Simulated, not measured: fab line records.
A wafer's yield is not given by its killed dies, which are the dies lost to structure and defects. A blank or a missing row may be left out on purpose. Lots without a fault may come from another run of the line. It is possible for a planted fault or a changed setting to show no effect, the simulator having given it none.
Which tool is to blame?	flow gf180mcu	Sampling: 14 lots, 42 wafers, 4 of 602 route steps

WHAT EACH GAUGE READ, for each wafer
GF_V5_THK_MEAS_25: measures by xrf.
lot	measured	on	V5_W_THK (nm)
L174	day 26 15:35	film metro-03	349 348 351
L177	day 28 01:35	film metro-03	348 347 355
L178	day 28 10:32	film metro-01	351 353 350
L179	day 28 18:43	film metro-01	349 347 346
L182	day 29 14:07	film metro-04	336 337 340
L183	day 29 16:34	film metro-01	349 352 353
L187	day 30 23:06	film metro-04	348 348 344
L188	day 30 23:25	film metro-01	350 360 348
L190	day 31 13:43	film metro-01	349 347 356
L192	day 32 01:44	film metro-04	342 337 346
L193	day 32 08:11	film metro-01	342 343 347
L195	day 32 16:58	film metro-01	340 344 341
L194	day 32 19:43	film metro-03	343 353 349
L196	day 33 02:35	film metro-01	345 348 341

GF_TOP_METAL_RS_MEAS_05: measures by four-point-probe.
lot	measured	on	TOP_METAL_ALCU_RS (ohm/sq)
L174	day 26 16:10	film metro-04	0.0327 0.0327 0.0325
L177	day 28 02:11	film metro-04	0.0330 0.0328 0.0330
L178	day 28 11:08	film metro-04	0.0329 0.0329 0.0333
L179	day 28 19:18	film metro-02	0.0328 0.0330 0.0328
L182	day 29 14:41	film metro-02	0.0326 0.0327 0.0329
L183	day 29 17:08	film metro-01	0.0326 0.0326 0.0325
L187	day 30 23:41	film metro-02	0.0328 0.0329 0.0325
L188	day 31 00:01	film metro-01	0.0329 0.0323 0.0323
L190	day 31 14:20	film metro-01	0.0331 0.0328 0.0334
L192	day 32 02:20	film metro-01	0.0329 0.0332 0.0326
L193	day 32 08:46	film metro-02	0.0332 0.0329 0.0327
L195	day 32 17:33	film metro-01	0.0331 0.0333 0.0332
L194	day 32 20:17	film metro-01	0.0322 0.0321 0.0319
L196	day 33 03:19	film metro-02	0.0323 0.0325 0.0327

WHICH TOOL RAN EACH LOT (tool, then ch and the chambers of the sampled wafers, then the start)
lot	GF_CONTACT_SPUTTER_23	GF_V5_CVD_23
L174	pvd sputter-04, day 15 11:21	cvd w-01 ch 0,1, day 26 15:21
L177	pvd sputter-02, day 16 20:19	cvd w-01 ch 0,1, day 28 01:20
L178	pvd sputter-01, day 17 07:49	cvd w-02 ch 0,1, day 28 10:18
L179	pvd sputter-04, day 17 14:43	cvd w-02 ch 0,1, day 28 18:28
L182	pvd sputter-02, day 18 19:45	cvd w-01 ch 0,1, day 29 13:53
L183	pvd sputter-04, day 18 20:44	cvd w-01 ch 0,1, day 29 16:20
L187	pvd sputter-04, day 20 13:56	cvd w-01 ch 0,1, day 30 22:52
L188	pvd sputter-04, day 20 16:08	cvd w-02 ch 0,1, day 30 23:11
L190	pvd sputter-02, day 21 09:28	cvd w-02 ch 0,1, day 31 13:30
L192	pvd sputter-01, day 22 02:05	cvd w-01 ch 1, day 32 01:30
L193	pvd sputter-02, day 22 12:55	cvd w-01 ch 0,1, day 32 07:58
L195	pvd sputter-01, day 23 01:52	cvd w-01 ch 0,1, day 32 16:44
L194	pvd sputter-02, day 23 02:44	cvd w-01 ch 0,1, day 32 19:29
L196	pvd sputter-02, day 23 08:22	cvd w-02 ch 0,1, day 33 02:22
- GF_CONTACT_SPUTTER_23: material TiN, target thk 10 nm, time 40 s.
- GF_V5_CVD_23: deposits W, target thk 350 nm, time 104.9 s.

AS READ BY THE TOOLS THEMSELVES (means over the sampled wafers that have a number; for cases with no such wafer, the mark the record gives instead)
GF_CONTACT_SPUTTER_23.
lot	tool	throttle valve pct (%)
L174	pvd sputter-04	30.0
L177	pvd sputter-02	28.6
L178	pvd sputter-01	30.9
L179	pvd sputter-04	30.1
L182	pvd sputter-02	29.8
L183	pvd sputter-04	29.8
L187	pvd sputter-04	29.9
L188	pvd sputter-04	30.7
L190	pvd sputter-02	30.3
L192	pvd sputter-01	30.6
L193	pvd sputter-02	29.5
L195	pvd sputter-01	31.0
L194	pvd sputter-02	30.0
L196	pvd sputter-02	30.4

GF_V5_CVD_23.
lot	tool	heater power w (W)
L174	cvd w-01	859
L177	cvd w-01	801
L178	cvd w-02	829
L179	cvd w-02	825
L182	cvd w-01	873
L183	cvd w-01	872
L187	cvd w-01	801
L188	cvd w-02	832
L190	cvd w-02	821
L192	cvd w-01	952
L193	cvd w-01	869
L195	cvd w-01	880
L194	cvd w-01	810
L196	cvd w-02	834

THE ANSWER, worked out from the rows above alone
Rule: the usual values come from the lots themselves. The widest of any qualifying gaps counts: lots, ordered by their means at a reading, are off when they make up no more than a third of the lots, leave a main group of 4 or more, and stand apart from it by 3 or more times the standard deviation of that group's means. A main group whose means are all the same, to the digits that the tables above print for the reading, isn't used. A lot without any number at a reading at which 4 lots or more have one is off too. The other lots that the step has rows for count as sound. The gauges are gone through in route order, then the tools' own readings, and for those a lot's mean is taken as printed above. The first step at which some lot is off is used, and at that step the reading that is off furthest; a lot without a number counts as furthest.
No lot is off on any of the readings shown, so nothing can be concluded from this.

WHAT HAD BEEN PUT IN BY THE SIMULATOR
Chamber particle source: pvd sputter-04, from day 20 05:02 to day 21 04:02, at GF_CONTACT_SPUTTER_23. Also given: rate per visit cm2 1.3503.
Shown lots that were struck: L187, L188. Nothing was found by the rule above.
